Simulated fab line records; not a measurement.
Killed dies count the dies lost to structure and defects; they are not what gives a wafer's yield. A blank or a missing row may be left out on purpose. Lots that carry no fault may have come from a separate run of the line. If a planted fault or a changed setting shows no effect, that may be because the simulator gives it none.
Matching of chambers || flow gf180mcu || GF_CONTACT_CVD_02 on pecvd-01: 3 sister chambers
The step deposits SiO2 from TEOS, target thk 860 nm, time 95.992 s. 16 wafers are shown with their chamber, then 8 later ones without.

== WAFERS WITH THEIR CHAMBER ==
{"wafer": "L206.2", "chamber": 0, "heaterPowerW (W)": 727}
{"wafer": "L206.5", "chamber": 2, "heaterPowerW (W)": 566}
{"wafer": "L206.6", "chamber": 1, "heaterPowerW (W)": 789}
{"wafer": "L208.1", "chamber": 0, "heaterPowerW (W)": 684}
{"wafer": "L208.2", "chamber": 2, "heaterPowerW (W)": 689}
{"wafer": "L208.5", "chamber": 0, "heaterPowerW (W)": 727}
{"wafer": "L209.2", "chamber": 1, "heaterPowerW (W)": 750}
{"wafer": "L209.4", "chamber": 2, "heaterPowerW (W)": 673}
{"wafer": "L209.6", "chamber": 1, "heaterPowerW (W)": 803}
{"wafer": "L218.2", "chamber": 0, "heaterPowerW (W)": 596}
{"wafer": "L218.4", "chamber": 0, "heaterPowerW (W)": 685}
{"wafer": "L218.6", "chamber": 2, "heaterPowerW (W)": 684}
{"wafer": "L219.2", "chamber": 1, "heaterPowerW (W)": 795}
{"wafer": "L219.5", "chamber": 0, "heaterPowerW (W)": 742}
{"wafer": "L219.6", "chamber": 1, "heaterPowerW (W)": 820}
{"wafer": "L221.2", "chamber": 1, "heaterPowerW (W)": 738}

SIGNATURES (means of the wafers above)
{"reading": "heaterPowerW", "chamber 0": 693.50, "chamber 1": 782.50, "chamber 2": 653.00, "scatter within a chamber": 47.7}
Rule: a wafer's distance from a chamber is the root of the sum, over the readings, of the square of ((its reading less the chamber's mean) divided by the reading's scatter). If the next closest chamber is less than 2 further off than the closest, the wafer can't be placed; otherwise it belongs to the closest. The scatter: take each reading less its chamber's mean, square it, sum over the shown wafers, divide by the number of wafers less the number of chambers, and take the root.

== WAFERS WITHOUT THEIR CHAMBER ==
{"wafer": "L221.3", "heaterPowerW (W)": 615}
{"wafer": "L221.5", "heaterPowerW (W)": 673}
{"wafer": "L223.2", "heaterPowerW (W)": 619}
{"wafer": "L223.3", "heaterPowerW (W)": 668}
{"wafer": "L223.4", "heaterPowerW (W)": 692}
{"wafer": "L226.1", "heaterPowerW (W)": 735}
{"wafer": "L226.2", "heaterPowerW (W)": 786}
{"wafer": "L226.6", "heaterPowerW (W)": 559}

== EACH ONE'S CHAMBER ==
{"wafer": "L221.3", "from the rows above": "can't be placed: 2 or 0", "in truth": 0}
{"wafer": "L221.5", "from the rows above": "can't be placed: 2 or 0 or 1", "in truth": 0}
{"wafer": "L223.2", "from the rows above": "can't be placed: 2 or 0", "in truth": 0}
{"wafer": "L223.3", "from the rows above": "can't be placed: 2 or 0", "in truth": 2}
{"wafer": "L223.4", "from the rows above": "can't be placed: 0 or 2 or 1", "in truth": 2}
{"wafer": "L226.1", "from the rows above": "can't be placed: 0 or 1 or 2", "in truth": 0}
{"wafer": "L226.2", "from the rows above": "can't be placed: 1 or 0", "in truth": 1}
{"wafer": "L226.6", "from the rows above": "can't be placed: 2 or 0", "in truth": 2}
Placed correctly: 0 of 8. Cannot be placed on the basis of these rows: 8; the candidates contain the true chamber in 8. Number placed wrongly: 0.
